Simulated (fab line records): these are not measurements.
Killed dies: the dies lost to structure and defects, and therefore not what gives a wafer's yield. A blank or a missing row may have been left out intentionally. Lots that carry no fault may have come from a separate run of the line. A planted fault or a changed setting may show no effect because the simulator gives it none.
Struck lot and sound lot, side by side | flow gf180mcu | 14 steps out of a route of 602
Sound: wafers L240.2, L240.3, L240.5. Wafers struck: L229.2, L229.3, L229.4. The cause is given at the end.
Order at every step that has rows: each side's tool, ch and its chambers, its first start. Under that, the readings that differ: sound wafers | struck wafers | difference of the means | sigmas: that difference in standard deviations of wafers without a fault.
alike: a reading whose means differ by less than 2 such deviations, as well as words and numbers matching on both sides. not compared: withheld readings; readings where some wafer has no value; bounds like >300 that might hide an equal value; numbers whose values overlap and for which the record gives no deviation.
Wherever a step has rows on one side only, a row that says differs or no value, or a row with sigmas, the two part there. Non-overlapping numbers with no deviation appear without sigmas and do not part them. Lack of a reading on every wafer of one side parts them only where that side has two or more wafers.

GF_PASSIVATION_CVD_00: deposits SiO2 from TEOS, target thk 1000 nm, time 113.6 s.
  sound on pecvd-04 ch 0,1,2, day 32 23:38; struck on pecvd-03 ch 0,1,2, day 30 01:29
  alike: heaterPowerW
GF_PASSIVATION_THK_MEAS_01:
  struck on filmMetro-04, day 30 01:35; sound on filmMetro-03, day 32 23:43
reading                     | sound         | struck         | difference | sigmas
PASSIVATION_CVD_00_THK (nm) | 1002 998 1020 | 1039 1027 1050 | +32        | +2
GF_PASSIVATION_CVD_02: deposits Si3N4, target thk 700 nm, time 486.18 s.
  sound on pecvd-03 ch 1,2, day 32 23:46; struck on pecvd-04 ch 0,1, day 30 01:38
  alike: heaterPowerW
GF_PASSIVATION_THK_MEAS_03:
  struck on filmMetro-02, day 30 01:56; sound on filmMetro-02, day 33 00:04
  alike: PASSIVATION_CVD_02_THK
then, 7 steps without rows for these wafers: GF_PASSIVATION_DEHYDRATE_04 (time 60 s); GF_PASSIVATION_HMDS_05 (prime time 60 s); GF_PASSIVATION_COAT_06 (resist thk 4000 nm); GF_PASSIVATION_SOFTBAKE_07; GF_PASSIVATION_EXPOSE_08 (exposes mask Pad, target cd 40000 nm); GF_PASSIVATION_PEB_09; GF_PASSIVATION_DEVELOP_10 (develop time 60 s).
GF_PASSIVATION_ETCH_11: etches the open film in CF4/O2, stops on TiN, target depth 1800 nm, time 400 s.
  sound on rieDiel-04 ch 0,1,3, day 33 15:38; struck on rieDiel-02 ch 1,2,3, day 30 19:55
  alike: drypumpMotorCurrentA, oesProductAu, throttleValvePct
  not compared: rfHoursCounterH
GF_PASSIVATION_STRIP_12: strips in O2/N2.
  sound on plasmaAsher-01 ch 0,1, day 33 15:53; struck on plasmaAsher-02 ch 0,1, day 30 20:09
  no value came back on the struck wafers for any of 5 readings (chamberPressureMTorr (mTorr), drypumpMotorCurrentA (A) and others); on the sound wafers chamberPressureMTorr (mTorr) reads 1500.8 1499.4 1499.2
reading                                      | sound | struck         | difference | sigmas
model.coat_of_PASSIVATION_COAT_06.thkNm (nm) | 0 0 0 | 2791 2780 2776 | +2782      | 
  not compared: rfHoursCounterH
then, 1 step without rows for these wafers: GF_PASSIVATION_ANNEAL_13 (time 1800 s).

WHERE THEY PART
Last at GF_PASSIVATION_STRIP_12 as far as this record goes, first at GF_PASSIVATION_THK_MEAS_01.

WHY: what had been put in by the simulator
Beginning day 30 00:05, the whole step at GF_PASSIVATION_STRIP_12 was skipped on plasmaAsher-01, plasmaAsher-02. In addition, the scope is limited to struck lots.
